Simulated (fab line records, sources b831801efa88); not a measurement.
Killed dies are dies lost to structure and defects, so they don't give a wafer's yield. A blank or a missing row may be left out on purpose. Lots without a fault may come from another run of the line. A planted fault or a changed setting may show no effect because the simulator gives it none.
fab line records | flow sky130
record lots=15 wafers=45 last_day=50
route steps=708 shown METAL3@563 VIA3@576 METAL4@599
lots that met no fault: from a run of the same line without faults
start_h: hours from the record's first day to the start of the lot's first wafer shown | wait_h: hours since the lot's step before | " the same as in the row above | L1.1+2: a row that stands for several wafers | - no value, or no start given | * or withheld: withheld | < > ~ a bound
route shown NAME@n: a module of which the file shows steps, and the number in the route of the first | usual: mean/standard deviation of fault-free wafers | same: alike in all rows | chamber/n: place in a boat | sites: the reading at each site | _std_site: their standard deviation | _edge_site: outer sites' mean less inner sites' | radius_mm: how far each site lies from the wafer's centre | mask NAME#n: copy n | behind: the tool/chamber that last shaped the wafer | hold: why the lot was held/for how many hours/how that ended | device: the transistor (n, p or np) that didn't switch | end of line: the same wafers' tests at the end of the route | a step without rows: its recipe alone | killed: dies lost to structure and defects at the first sort, not the wafer's yield | map: a wafer's dies, x killed, . not, _ none there
set.NAME: the setting as run; set.NAME@STEP: as run at that earlier step | model.NAME: the simulator's own value behind a step, which no gauge read
steps of the route over a sample of lots; a table a step, a row a wafer
services: from which hour (start_h, from the record's first day; less than 0 if before it) a tool's chamber was out of use, for how many hours, and why
## steps
# step SKY_METAL3_CD_MEAS_13
# recipe target_cd_nm=300
# usual cd_nm=299.8/1.7
# columns lot.wafer tool chamber start_h wait_h cd_nm
L482.2 cd_sem-01 - 905.63 - 297.0
L482.4 " - " " 297.2
L482.5 " - " " 297.8
L486.2 cd_sem-01 - 933.88 - 298.5
L486.3 " - " " 299.2
L486.4 " - " " 298.8
L487.1 cd_sem-01 - 946.21 - 300.4
L487.3 " - " " 302.0
L487.5 " - " " 303.1
L488.1 cd_sem-01 - 956.16 - 299.6
L488.4 " - " " 299.3
L488.6 " - " " 299.7
L489.1 cd_sem-02 - 967.34 - 297.9
L489.4 " - " " 298.9
L489.6 " - " " 299.0
L490.1 cd_sem-02 - 972.59 - 299.7
L490.2 " - " " 298.9
L490.5 " - " " 299.0
L492.2 cd_sem-02 - 982.61 - 300.9
L492.4 " - " " 301.7
L492.6 " - " " 300.2
L491.2 cd_sem-01 - 984.71 - 298.7
L491.4 " - " " 299.1
L491.6 " - " " 299.3
L493.2 cd_sem-01 - 993.78 - 299.6
L493.4 " - " " 299.3
L493.5 " - " " 299.5
L497.1 cd_sem-02 - 1015.41 - 301.0
L497.2 " - " " 299.6
L497.3 " - " " 299.3
L498.2 cd_sem-01 - 1019.93 - 298.9
L498.4 " - " " 299.3
L498.6 " - " " 298.8
L500.4 cd_sem-02 - 1028.80 - 300.2
L500.5 " - " " 298.3
L500.6 " - " " 298.2
L504.2 cd_sem-01 - 1051.13 - 299.5
L504.4 " - " " 299.6
L504.5 " - " " 299.5
L505.1 cd_sem-01 - 1054.84 - 302.1
L505.3 " - " " 301.3
L505.6 " - " " 302.8
L503.1 cd_sem-02 - 1060.31 - 300.2
L503.4 " - " " 298.6
L503.6 " - " " 298.7
# step SKY_VIA3_BOW_MEAS_03
# recipe mode=bow
# usual VIA3_BOW=80/8.8
# columns lot.wafer tool chamber start_h wait_h VIA3_BOW[um]
L482.2 film_metro-03 - 907.33 0.2 77
L482.4 " - " " 70
L482.5 " - " " 77
L486.2 film_metro-01 - 935.62 0.3 84
L486.3 " - " " 83
L486.4 " - " " 100
L487.1 film_metro-03 - 947.81 0.1 91
L487.3 " - " " 73
L487.5 " - " " 83
L488.1 film_metro-03 - 957.80 0.2 82
L488.4 " - " " 70
L488.6 " - " " 75
L489.1 film_metro-04 - 968.99 0.1 76
L489.4 " - " " 73
L489.6 " - " " 80
L490.1 film_metro-03 - 974.24 0.2 87
L490.2 " - " " 73
L490.5 " - " " 59
L492.2 film_metro-04 - 984.25 0.2 68
L492.4 " - " " 72
L492.6 " - " " 77
L491.2 film_metro-04 - 986.75 0.3 83
L491.4 " - " " 78
L491.6 " - " " 81
L493.2 film_metro-04 - 995.39 0.1 77
L493.4 " - " " 81
L493.5 " - " " 78
L497.1 film_metro-03 - 1017.28 0.2 90
L497.2 " - " " 80
L497.3 " - " " 67
L498.2 film_metro-03 - 1021.71 0.3 81
L498.4 " - " " 71
L498.6 " - " " 88
L500.4 film_metro-01 - 1030.58 0.2 97
L500.5 " - " " 90
L500.6 " - " " 82
L504.2 film_metro-01 - 1052.97 0.2 94
L504.4 " - " " 83
L504.5 " - " " 83
L505.1 film_metro-03 - 1056.44 0.1 71
L505.3 " - " " 77
L505.6 " - " " 77
L503.1 film_metro-04 - 1062.04 0.1 76
L503.4 " - " " 86
L503.6 " - " " 90
# step SKY_METAL4_SPUTTER_01
# recipe material=TiN target_thk_nm=20 power_w=6500 time_s=16.7 chamber_pressure_pa=0.4
# usual throttle_valve_pct=30.1/1.1
# columns lot.wafer tool chamber start_h wait_h throttle_valve_pct
L482.2 pvd_sputter-03 - 933.75 0.0 31.5
L482.4 " - " " 31.3
L482.5 " - " " 31.3
L486.2 pvd_sputter-04 - 961.99 0.0 28.4
L486.3 " - " " 28.8
L486.4 " - " " 30.7
L487.1 pvd_sputter-03 - 975.11 0.0 28.9
L487.3 " - " " 31.6
L487.5 " - " " 31.2
L488.1 pvd_sputter-04 - 983.86 0.0 29.7
L488.4 " - " " 28.9
L488.6 " - " " 29.0
L489.1 pvd_sputter-04 - 994.20 0.0 28.2
L489.4 " - " " 29.2
L489.6 " - " " 30.4
L490.1 pvd_sputter-03 - 999.24 0.0 29.4
L490.2 " - " " 31.6
L490.5 " - " " 31.5
L492.2 pvd_sputter-03 - 1009.25 0.0 31.4
L492.4 " - " " 31.5
L492.6 " - " " 31.8
L491.2 pvd_sputter-04 - 1010.78 0.0 28.1
L491.4 " - " " 30.1
L491.6 " - " " 30.6
L493.2 pvd_sputter-04 - 1020.18 0.0 30.2
L493.4 " - " " 28.5
L493.5 " - " " 28.2
L497.1 pvd_sputter-04 - 1041.45 0.0 30.4
L497.2 " - " " 28.2
L497.3 " - " " 28.6
L498.2 pvd_sputter-02 - 1045.71 0.0 29.8
L498.4 " - " " 30.3
L498.6 " - " " 30.0
L500.4 pvd_sputter-03 - 1054.47 0.0 29.3
L500.5 " - " " 31.2
L500.6 " - " " 31.7
L504.2 pvd_sputter-02 - 1075.95 0.0 30.7
L504.4 " - " " 29.8
L504.5 " - " " 31.5
L505.1 pvd_sputter-04 - 1079.05 0.0 28.9
L505.3 " - " " 29.9
L505.6 " - " " 28.6
L503.1 pvd_sputter-03 - 1084.01 0.0 31.4
L503.4 " - " " 31.8
L503.6 " - " " 31.6
# step SKY_METAL4_EXPOSE_10
# recipe mask_id=MM4 na=0.68 source_shape=annular sigma_inner=0.4 sigma_outer=0.8 target_cd_nm=300 dose_mj=28
# usual exposure_dose_mJ_cm2=27.996/0.026 focus_offset_nm=0.1/0.57
# columns lot.wafer tool chamber start_h wait_h mask exposure_dose_mJ_cm2 focus_offset_nm
L482.2 krf_scanner-02 0 970.33 - MM4#0 28.004 0.6
L482.4 " 0 " " MM4#0 27.997 0.6
L482.5 " 0 " " MM4#0 28.000 -0.2
L486.2 krf_scanner-02 0 998.26 - MM4#0 28.020 -0.3
L486.3 " 0 " " MM4#0 28.021 -0.2
L486.4 " 0 " " MM4#0 28.004 -0.8
L487.1 krf_scanner-01 0 1011.32 - MM4#0 27.979 -0.5
L487.3 " 0 " " MM4#0 27.992 -0.3
L487.5 " 0 " " MM4#0 27.973 -0.2
L488.1 krf_scanner-02 0 1021.13 - MM4#0 27.974 -0.5
L488.4 " 0 " " MM4#0 27.945 0.0
L488.6 " 0 " " MM4#0 27.966 -0.5
L489.1 krf_scanner-01 0 1029.44 - MM4#0 27.987 0.6
L489.4 " 0 " " MM4#0 28.026 -0.5
L489.6 " 0 " " MM4#0 27.980 0.6
L490.1 krf_scanner-02 0 1035.19 - MM4#0 27.964 0.0
L490.2 " 0 " " MM4#0 27.976 0.1
L490.5 " 0 " " MM4#0 27.943 0.1
L492.2 krf_scanner-01 - 1044.54 - MM4#0 - -
L492.4 " - " " MM4#0 - -
L492.6 " - " " MM4#0 - -
L491.2 krf_scanner-02 - 1045.76 - MM4#0 - -
L491.4 " - " " MM4#0 - -
L491.6 " - " " MM4#0 - -
L493.2 krf_scanner-01 - 1053.46 - MM4#0 - -
L493.4 " - " " MM4#0 - -
L493.5 " - " " MM4#0 - -
L497.1 krf_scanner-01 0 1073.86 - MM4#0 28.002 0.4
L497.2 " 0 " " MM4#0 27.994 0.8
L497.3 " 0 " " MM4#0 28.018 0.7
L498.2 krf_scanner-01 0 1078.51 - MM4#0 28.017 -0.7
L498.4 " 0 " " MM4#0 27.992 0.5
L498.6 " 0 " " MM4#0 28.004 0.3
L500.4 krf_scanner-02 0 1087.80 - MM4#0 28.016 0.4
L500.5 " 0 " " MM4#0 27.976 0.0
L500.6 " 0 " " MM4#0 27.961 0.6
L504.2 krf_scanner-02 0 1108.89 - MM4#0 28.017 -0.4
L504.4 " 0 " " MM4#0 28.033 0.4
L504.5 " 0 " " MM4#0 28.026 -0.2
L505.1 krf_scanner-02 0 1111.11 - MM4#0 28.010 0.5
L505.3 " 0 " " MM4#0 27.981 0.2
L505.6 " 0 " " MM4#0 27.997 0.1
L503.1 krf_scanner-02 0 1114.81 - MM4#0 27.998 1.4
L503.4 " 0 " " MM4#0 27.985 1.0
L503.6 " 0 " " MM4#0 27.971 0.5
## services
# columns tool chamber start_h hours kind
krf_scanner-01 - 936.58 4.0 pm
pvd_sputter-02 - 942.61 2.5 repair
krf_scanner-01 - 942.85 0.4 repair
krf_scanner-02 - 956.81 1.3 pm
krf_scanner-01 - 972.22 1.3 pm
krf_scanner-02 - 990.15 1.1 repair
krf_scanner-01 - 996.38 0.2 repair
krf_scanner-01 - 1002.14 0.8 pm
krf_scanner-02 - 1036.66 0.8 pm
krf_scanner-01 - 1059.86 1.0 pm
krf_scanner-01 - 1074.10 1.4 repair
krf_scanner-02 - 1076.38 1.0 pm
krf_scanner-01 - 1110.88 1.3 repair
## key
first_sign step=SKY_METAL4_EXPOSE_10 reading=tool_record direction=missing
effect none on later readings
met_at SKY_METAL4_EXPOSE_10
struck_lots L491,L492,L493
later_rows_left_out L491.2,L491.4,L491.6,L492.2,L492.4,L492.6,L493.2,L493.4,L493.5
sort_left_out L491.2,L491.4,L491.6,L492.2,L492.4,L492.6,L493.2,L493.4,L493.5
not_acting_at SKY_METAL3_CD_MEAS_13,SKY_VIA3_BOW_MEAS_03,SKY_METAL4_SPUTTER_01
onset_between 1035.19 1044.54
fault kind=skipped_step_whole tool=krf_scanner-01,krf_scanner-02 chamber=- onset_h=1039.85 steps=SKY_METAL4_EXPOSE_10 scope=struck_lots_only
# sort_left_out: the simulated sort isn't trusted on such a fault, so these wafers' sort isn't shown, and their yield isn't known
# later_rows_left_out: the simulator's readings of these wafers behind a module that went badly wrong aren't trusted and aren't shown, but for the sort
